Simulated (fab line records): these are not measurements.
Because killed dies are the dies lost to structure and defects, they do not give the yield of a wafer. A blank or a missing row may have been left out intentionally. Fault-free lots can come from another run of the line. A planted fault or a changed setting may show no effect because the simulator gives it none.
Which tool did it? + flow sky130 + 11 lots, 33 wafers sampled, at 6 steps of a route of 708

== WHAT EACH GAUGE READ, for each wafer ==
SKY_METAL1_RS_MEAS_05: the measuring method here is four-point-probe.
| lot  | measured     | on            | METAL1_ALCU_RS (ohm/sq) |
|------|--------------|---------------|-------------------------|
| L570 | day 32 14:53 | film-metro-02 | 0.1289 0.1288 0.1275    |
| L572 | day 33 17:45 | film-metro-02 | 0.1280 0.1296 0.1302    |
| L573 | day 33 20:59 | film-metro-02 | 0.1254 0.1266 0.1243    |
| L574 | day 33 21:04 | film-metro-01 | 0.1282 0.1291 0.1282    |
| L576 | day 34 16:29 | film-metro-03 | 0.1287 0.1272 0.1246    |
| L578 | day 35 00:28 | film-metro-01 | 0.1267 0.1250 0.1260    |
| L579 | day 35 15:13 | film-metro-01 | 0.1281 0.1283 0.1283    |
| L582 | day 36 10:01 | film-metro-01 | 0.1277 0.1260 0.1288    |
| L590 | day 38 19:46 | film-metro-01 | 0.1273 0.1283 0.1289    |

== EACH LOT AND THE TOOL THAT RAN IT (in order: tool; ch and the chambers of the sampled wafers; start) ==
| lot  | SKY_LI_CONTACT_SPUTTER_20    | SKY_CONTACT_ETCH_17                | SKY_CONTACT_ETCH_18                           | SKY_CONTACT_STRIP_19                 | SKY_CONTACT_SPUTTER_23       |
|------|------------------------------|------------------------------------|-----------------------------------------------|--------------------------------------|------------------------------|
| L570 | pvd-sputter-04, day 30 02:05 | rie-diel-03 ch 0,1,2, day 32 13:23 | rie-diel-03 ch 0,1,2, day 32 13:29 or earlier | plasma-asher-02 ch 0,1, day 32 13:29 | pvd-sputter-03, day 32 14:05 |
| L572 | pvd-sputter-02, day 31 05:47 | rie-diel-01 ch 0,3, day 33 16:16   | rie-diel-01 ch 0,3, day 33 16:22 or earlier   | plasma-asher-02 ch 0,1, day 33 16:22 | pvd-sputter-04, day 33 16:57 |
| L573 | pvd-sputter-03, day 31 09:47 | rie-diel-03 ch 1,2,3, day 33 19:25 | rie-diel-03 ch 1,2,3, day 33 19:30 or earlier | plasma-asher-03 ch 0,1, day 33 19:30 | pvd-sputter-04, day 33 20:05 |
| L574 | pvd-sputter-02, day 31 10:19 | rie-diel-01 ch 1,3, day 33 19:26   | rie-diel-01 ch 1,3, day 33 19:32 or earlier   | plasma-asher-04 ch 0,1, day 33 19:32 | pvd-sputter-03, day 33 20:07 |
| L576 | pvd-sputter-03, day 32 05:30 | rie-diel-02 ch 0,1,3, day 34 14:58 | rie-diel-02 ch 0,1,3, day 34 15:04 or earlier | plasma-asher-02 ch 0,1, day 34 15:04 | pvd-sputter-03, day 34 15:41 |
| L578 | pvd-sputter-04, day 32 13:29 | rie-diel-02 ch 0,1,3, day 34 22:56 | rie-diel-02 ch 0,1,3, day 34 23:02 or earlier | plasma-asher-04 ch 0,1, day 34 23:02 | pvd-sputter-04, day 34 23:40 |
| L579 | pvd-sputter-02, day 33 06:21 | rie-diel-03 ch 1,3, day 35 13:43   | rie-diel-03 ch 1,3, day 35 13:48 or earlier   | plasma-asher-02 ch 0,1, day 35 13:48 | pvd-sputter-04, day 35 14:23 |
| L582 | pvd-sputter-02, day 33 23:53 | rie-diel-01 ch 1,3, day 36 08:28   | rie-diel-01 ch 1,3, day 36 08:34 or earlier   | plasma-asher-04 ch 0,1, day 36 08:34 | pvd-sputter-01, day 36 09:13 |
| L585 | pvd-sputter-03, day 34 20:37 | rie-diel-01 ch 1,3, day 37 05:40   | rie-diel-01 ch 1,3, day 37 05:47 or earlier   | plasma-asher-02 ch 0,1, day 37 05:47 | pvd-sputter-01, day 37 06:23 |
| L586 | pvd-sputter-04, day 35 01:53 | rie-diel-03 ch 0,1,2, day 37 10:04 | rie-diel-03 ch 0,1,2, day 37 10:09 or earlier | plasma-asher-04 ch 0,1, day 37 10:09 | pvd-sputter-01, day 37 10:47 |
| L590 | pvd-sputter-03, day 36 11:02 | rie-diel-02 ch 0,1,3, day 38 18:10 | rie-diel-02 ch 0,1,3, day 38 18:18 or earlier | plasma-asher-04 ch 0,1, day 38 18:18 | pvd-sputter-04, day 38 18:52 |
- SKY_LI_CONTACT_SPUTTER_20: material TiN, target thk 20 nm, time 80 s.
- SKY_CONTACT_ETCH_17: etches SiO2 in C4F8/O2/Ar, stops on Si3N4, target depth 340 nm.
- SKY_CONTACT_ETCH_18: etches Si3N4 in CHF3/O2, stops on TiN, time 39 s, target depth 75 nm.
- SKY_CONTACT_STRIP_19: strips in O2/N2.
- SKY_CONTACT_SPUTTER_23: material TiN, target thk 20 nm, time 80 s.

== THE ANSWER, worked out from the rows above alone ==
Rule: the usual values come from the lots themselves. Put in order of their means at a reading, lots are off if they are a third of the lots or fewer, leave a main group of 4 or more, and stand apart from it by a gap of 3 or more times the standard deviation of the main group's means; of several such gaps the widest counts. The tables above print the reading to a certain number of digits; a main group whose means all agree to those digits is not used. A lot without any number at a reading at which 4 lots or more have one is off too. All remaining lots with rows at the step are treated as sound.
Across all readings shown, no lot is off: no conclusion can be drawn from this.

== WHAT THE SIMULATOR HAD PUT IN ==
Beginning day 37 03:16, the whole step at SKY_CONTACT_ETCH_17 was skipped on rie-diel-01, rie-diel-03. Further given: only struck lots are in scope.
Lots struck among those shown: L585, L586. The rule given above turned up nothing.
